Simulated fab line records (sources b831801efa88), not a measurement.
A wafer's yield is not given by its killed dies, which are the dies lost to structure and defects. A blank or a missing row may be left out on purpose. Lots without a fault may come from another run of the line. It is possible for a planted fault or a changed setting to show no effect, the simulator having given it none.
Which tool did it? || flow sfq-line || Sampling: 15 lots, 45 wafers, 3 of 325 route steps

== WHAT THE GAUGES READ, wafer by wafer ==
SFQ_M5_OVL_MEAS_932. Usual: M5_OVL typically reads -3 nm, with standard deviation 5.6.
{"lot": "L721", "measured": "day 60 01:01", "on": "overlay-01", "M5_OVL (nm)": "5 4 5", "flag": ""}
{"lot": "L723", "measured": "day 65 06:21", "on": "overlay-02", "M5_OVL (nm)": "8 -1 3", "flag": ""}
{"lot": "L724", "measured": "day 69 23:01", "on": "overlay-01", "M5_OVL (nm)": "-4 0 0", "flag": ""}
{"lot": "L725", "measured": "day 70 02:37", "on": "overlay-01", "M5_OVL (nm)": "-7 -6 -11", "flag": ""}
{"lot": "L728", "measured": "day 72 21:47", "on": "overlay-01", "M5_OVL (nm)": "-4 -6 -5", "flag": ""}
{"lot": "L729", "measured": "day 73 01:23", "on": "overlay-01", "M5_OVL (nm)": "-1 -2 -3", "flag": ""}
{"lot": "L730", "measured": "day 73 06:11", "on": "overlay-02", "M5_OVL (nm)": "-2 -7 -5", "flag": ""}
{"lot": "L732", "measured": "day 73 16:59", "on": "overlay-02", "M5_OVL (nm)": "0 -6 -5", "flag": ""}
{"lot": "L734", "measured": "day 74 03:47", "on": "overlay-01", "M5_OVL (nm)": "-11 -9 -7", "flag": ""}
{"lot": "L735", "measured": "day 74 13:23", "on": "overlay-01", "M5_OVL (nm)": "-8 -4 4", "flag": ""}
{"lot": "L737", "measured": "day 75 06:11", "on": "overlay-01", "M5_OVL (nm)": "3 -1 3", "flag": ""}
{"lot": "L738", "measured": "day 75 13:51", "on": "overlay-01", "M5_OVL (nm)": "-5 -8 0", "flag": ""}
{"lot": "L739", "measured": "day 75 16:16", "on": "overlay-01", "M5_OVL (nm)": "-14 -8 -9", "flag": ""}
{"lot": "L743", "measured": "day 76 05:27", "on": "overlay-02", "M5_OVL (nm)": "-5 -3 -7", "flag": ""}
{"lot": "L744", "measured": "day 76 07:52", "on": "overlay-02", "M5_OVL (nm)": "3 4 2", "flag": ""}

SFQ_R5_RS_MEAS_933: the measuring method here is four-point-probe. Usual: R5_MONX_RS typically reads 7.07 ohm/sq, with standard deviation 0.094.
{"lot": "L721", "measured": "day 60 16:44", "on": "film-metro-04", "R5_MONX_RS (ohm/sq)": "7.00 7.13 7.07", "flag": ""}
{"lot": "L723", "measured": "day 65 12:39", "on": "film-metro-01", "R5_MONX_RS (ohm/sq)": "7.18 7.11 7.08", "flag": ""}
{"lot": "L724", "measured": "day 70 05:20", "on": "film-metro-04", "R5_MONX_RS (ohm/sq)": "7.02 6.97 6.98", "flag": ""}
{"lot": "L725", "measured": "day 70 09:48", "on": "film-metro-04", "R5_MONX_RS (ohm/sq)": "7.13 7.17 7.12", "flag": ""}
{"lot": "L728", "measured": "day 73 05:14", "on": "film-metro-04", "R5_MONX_RS (ohm/sq)": "7.07 7.19 7.08", "flag": ""}
{"lot": "L729", "measured": "day 73 08:23", "on": "film-metro-03", "R5_MONX_RS (ohm/sq)": "6.90 6.89 6.91", "flag": ""}
{"lot": "L730", "measured": "day 73 11:39", "on": "film-metro-04", "R5_MONX_RS (ohm/sq)": "7.14 7.08 7.07", "flag": ""}
{"lot": "L732", "measured": "day 73 22:26", "on": "film-metro-04", "R5_MONX_RS (ohm/sq)": "7.06 7.09 7.02", "flag": ""}
{"lot": "L734", "measured": "day 74 10:00", "on": "film-metro-04", "R5_MONX_RS (ohm/sq)": "7.01 6.99 7.01", "flag": ""}
{"lot": "L735", "measured": "day 74 18:52", "on": "film-metro-03", "R5_MONX_RS (ohm/sq)": "6.96 6.91 6.95", "flag": ""}
{"lot": "L737", "measured": "day 75 11:48", "on": "film-metro-04", "R5_MONX_RS (ohm/sq)": "7.10 6.99 7.08", "flag": ""}
{"lot": "L738", "measured": "day 75 19:18", "on": "film-metro-03", "R5_MONX_RS (ohm/sq)": "7.07 7.17 7.14", "flag": ""}
{"lot": "L739", "measured": "day 75 22:19", "on": "film-metro-04", "R5_MONX_RS (ohm/sq)": "7.01 7.06 7.10", "flag": ""}
{"lot": "L743", "measured": "day 76 10:55", "on": "film-metro-04", "R5_MONX_RS (ohm/sq)": "7.16 7.22 7.16", "flag": ""}
{"lot": "L744", "measured": "day 76 13:56", "on": "film-metro-03", "R5_MONX_RS (ohm/sq)": "7.10 7.07 7.02", "flag": ""}

== EACH LOT AND THE TOOL THAT RAN IT (in order: tool; ch and the chambers of the sampled wafers; start) ==
{"lot": "L721", "SFQ_TRILAYER_I3_DEP_PECVD_081": "pecvd-04 ch 0,1,2, day 43 02:24"}
{"lot": "L723", "SFQ_TRILAYER_I3_DEP_PECVD_081": "pecvd-04 ch 0,1, day 44 05:35"}
{"lot": "L724", "SFQ_TRILAYER_I3_DEP_PECVD_081": "pecvd-04 ch 0,1,2, day 44 12:42"}
{"lot": "L725", "SFQ_TRILAYER_I3_DEP_PECVD_081": "pecvd-02 ch 0,1,2, day 44 18:52"}
{"lot": "L728", "SFQ_TRILAYER_I3_DEP_PECVD_081": "pecvd-04 ch 0,2, day 47 19:32"}
{"lot": "L729", "SFQ_TRILAYER_I3_DEP_PECVD_081": "pecvd-03 ch 0,2, day 47 20:44"}
{"lot": "L730", "SFQ_TRILAYER_I3_DEP_PECVD_081": "pecvd-04 ch 0,2, day 48 01:32"}
{"lot": "L732", "SFQ_TRILAYER_I3_DEP_PECVD_081": "pecvd-03 ch 0,1,2, day 48 07:32"}
{"lot": "L734", "SFQ_TRILAYER_I3_DEP_PECVD_081": "pecvd-02 ch 0,1,2, day 49 05:47"}
{"lot": "L735", "SFQ_TRILAYER_I3_DEP_PECVD_081": "pecvd-03 ch 0,1,2, day 49 15:22"}
{"lot": "L737", "SFQ_TRILAYER_I3_DEP_PECVD_081": "pecvd-04 ch 0,1, day 50 06:33"}
{"lot": "L738", "SFQ_TRILAYER_I3_DEP_PECVD_081": "pecvd-03 ch 1,2, day 51 03:26"}
{"lot": "L739", "SFQ_TRILAYER_I3_DEP_PECVD_081": "pecvd-03 ch 1,2, day 51 05:50"}
{"lot": "L743", "SFQ_TRILAYER_I3_DEP_PECVD_081": "pecvd-04 ch 0,1, day 51 21:25"}
{"lot": "L744", "SFQ_TRILAYER_I3_DEP_PECVD_081": "pecvd-04 ch 0,1, day 52 07:01"}
- SFQ_TRILAYER_I3_DEP_PECVD_081: deposits SiO2 from SiH4/N2O, time 111.11 s, target thk 500 nm.

== AS READ BY THE TOOLS THEMSELVES (means over the sampled wafers that have a number; for cases with no such wafer, the mark the record gives instead) ==
SFQ_TRILAYER_I3_DEP_PECVD_081. Usual: heater-power-outer-w 36 W, standard deviation 9.4; heater-power-w 93 W, standard deviation 12; rf-fwd-power-W 182.1 W, standard deviation 0.66; throttle-valve-pct 25.1 %, standard deviation 1.6.
{"lot": "L721", "tool": "pecvd-04", "heater-power-outer-w (W)": 41, "heater-power-w (W)": 102, "rf-fwd-power-W (W)": 182.5, "throttle-valve-pct (%)": 23.3, "flag": ""}
{"lot": "L723", "tool": "pecvd-04", "heater-power-outer-w (W)": 36, "heater-power-w (W)": 95, "rf-fwd-power-W (W)": 182.6, "throttle-valve-pct (%)": 23.8, "flag": ""}
{"lot": "L724", "tool": "pecvd-04", "heater-power-outer-w (W)": 38, "heater-power-w (W)": 98, "rf-fwd-power-W (W)": 181.5, "throttle-valve-pct (%)": 23.4, "flag": ""}
{"lot": "L725", "tool": "pecvd-02", "heater-power-outer-w (W)": 40, "heater-power-w (W)": 97, "rf-fwd-power-W (W)": 181.9, "throttle-valve-pct (%)": 25.0, "flag": ""}
{"lot": "L728", "tool": "pecvd-04", "heater-power-outer-w (W)": 41, "heater-power-w (W)": 100, "rf-fwd-power-W (W)": 181.8, "throttle-valve-pct (%)": 22.9, "flag": ""}
{"lot": "L729", "tool": "pecvd-03", "heater-power-outer-w (W)": 37, "heater-power-w (W)": 92, "rf-fwd-power-W (W)": 182.6, "throttle-valve-pct (%)": 27.2, "flag": ""}
{"lot": "L730", "tool": "pecvd-04", "heater-power-outer-w (W)": 45, "heater-power-w (W)": 108, "rf-fwd-power-W (W)": 181.9, "throttle-valve-pct (%)": 22.9, "flag": ""}
{"lot": "L732", "tool": "pecvd-03", "heater-power-outer-w (W)": 35, "heater-power-w (W)": 88, "rf-fwd-power-W (W)": 182.1, "throttle-valve-pct (%)": 26.8, "flag": ""}
{"lot": "L734", "tool": "pecvd-02", "heater-power-outer-w (W)": 42, "heater-power-w (W)": 99, "rf-fwd-power-W (W)": 182.7, "throttle-valve-pct (%)": 25.3, "flag": ""}
{"lot": "L735", "tool": "pecvd-03", "heater-power-outer-w (W)": 32, "heater-power-w (W)": 86, "rf-fwd-power-W (W)": 182.5, "throttle-valve-pct (%)": 26.7, "flag": ""}
{"lot": "L737", "tool": "pecvd-04", "heater-power-outer-w (W)": 31, "heater-power-w (W)": 90, "rf-fwd-power-W (W)": 181.7, "throttle-valve-pct (%)": 24.4, "flag": ""}
{"lot": "L738", "tool": "pecvd-03", "heater-power-outer-w (W)": 31, "heater-power-w (W)": 82, "rf-fwd-power-W (W)": 181.8, "throttle-valve-pct (%)": 25.8, "flag": ""}
{"lot": "L739", "tool": "pecvd-03", "heater-power-outer-w (W)": 28, "heater-power-w (W)": 81, "rf-fwd-power-W (W)": 182.2, "throttle-valve-pct (%)": 25.9, "flag": ""}
{"lot": "L743", "tool": "pecvd-04", "heater-power-outer-w (W)": 39, "heater-power-w (W)": 100, "rf-fwd-power-W (W)": 182.1, "throttle-valve-pct (%)": 24.1, "flag": ""}
{"lot": "L744", "tool": "pecvd-04", "heater-power-outer-w (W)": 28, "heater-power-w (W)": 87, "rf-fwd-power-W (W)": 182.1, "throttle-valve-pct (%)": 24.3, "flag": ""}

== THE ANSWER, worked out from the rows above alone ==
Rule: a lot counts as off when the mean over its wafers that have a number is more than 3 standard deviations away from the usual mean. A lot without any number at a reading at which 4 lots or more have one is off too. Any other lot the step has rows for is counted as sound. First the gauges in route order, then the tools' own readings, where a lot's mean is used as printed above. The first step at which some lot is off is used, and at that step the reading that is off furthest; a lot without a number counts as furthest.
No lot is off on any of the readings shown, so nothing can be concluded from this.

== WHAT WAS PUT IN BY THE SIMULATOR ==
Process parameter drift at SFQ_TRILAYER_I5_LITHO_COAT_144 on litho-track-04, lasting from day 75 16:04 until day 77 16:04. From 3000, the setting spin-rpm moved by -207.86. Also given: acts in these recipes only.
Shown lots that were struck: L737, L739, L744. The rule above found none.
